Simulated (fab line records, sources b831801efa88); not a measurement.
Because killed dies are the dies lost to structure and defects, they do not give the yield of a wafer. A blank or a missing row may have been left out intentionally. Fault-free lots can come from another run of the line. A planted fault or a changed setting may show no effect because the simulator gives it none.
Problem report, 8D (eight disciplines) form, completed by code -- flow gf180mcu -- the parts of the form that need people (team, actions taken, sign-off) are left out

1. THE ISSUE
STI_CVD_23_THK at GF_STI_THK_MEAS_24 reads a mean of 602 nm on 4 wafers of 3 lots; wafers without a fault read 651 nm with a standard deviation of 8.2. That is -5.9 standard deviations from the usual mean.
First observed at day 4 10:59: wafer L646.1, on film_metro-03. The record has a number at this step for 34 wafers belonging to 12 lots. Rule for "out" (also "out of limits"): further than 4 standard deviations from the usual mean. The rest of the wafers with a number are treated as sound.

2. WHAT THIS IS AND IS NOT
question,is,is not
which readings at this step,STI_CVD_23_THK,-
which lots,"L646, L647, L649","L636, L637, L638, L639, L640, L651, L653, L655, L658"
which wafers of those lots,"L646.1, L646.6, L647.1, L649.1","L647.5, L649.2, L649.5"
read on which gauges,"film_metro-01, film_metro-03",film_metro-04
when,from day 4 10:59,"up to then (15 sound wafers); but 15 sound wafers of L647, L649, L651, L653, L655, L658 came after"

3. THE SUSPECTS, EACH WITH WHAT RULES IT OUT
Counting: any tool at a process step up to the reading remains a suspect provided it ran every lot that is out. Sound lots after the first of them don't rule it out here, since some wafers of a struck lot are sound.
- the gauge at GF_STI_THK_MEAS_24: ruled out. 2 gauges (film_metro-01, film_metro-03) read the wafers that are out.
- hdpcvd-01 at GF_STI_CVD_23 (deposits SiO2, target thk 650 nm, time 108.3 s): kept. Ran every lot that is out, first one L646 (day 4 10:54); last sound lot up to then L637 (day 2 17:32).
Left after counting: hdpcvd-01 at GF_STI_CVD_23.

4. THE CAUSE (what the simulator had put in)
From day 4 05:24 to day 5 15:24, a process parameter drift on hdpcvd-01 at GF_STI_CVD_23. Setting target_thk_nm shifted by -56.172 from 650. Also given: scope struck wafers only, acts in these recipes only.
Only this tool survived the counting.

5. THE CHAIN OF EFFECTS, in route order
One row per reading whose mean, taken over the struck wafers that have a number, lies over 3 standard deviations from the usual. Only readings whose record carries a usual standard deviation are examined. hours: median over the lots of the time between each lot's start at the first step of this table that gives one and its start at this step. sigmas: the change, counted in usual standard deviations.
hours,step,reading,usual,on struck wafers,change,sigmas
0,GF_STI_THK_MEAS_24,STI_CVD_23_THK,651 nm,602,-48,-5.9
At these later measuring or inspecting steps, every struck wafer for which the step has a row has a number for every such reading, and none has moved that far: GF_MVSD_OVL_MEAS_07.

6. WHAT WOULD HAVE CAUGHT IT SOONER
6 hours passed between the start of the fault at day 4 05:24 and the first reading out of limits at a measuring or inspecting step in this record, taken at day 4 10:59.
Of the lots that are out (3), L647, L649 began GF_STI_CVD_23 on hdpcvd-01 after day 4 10:59. A hold on the tool at that time would have spared those 2.
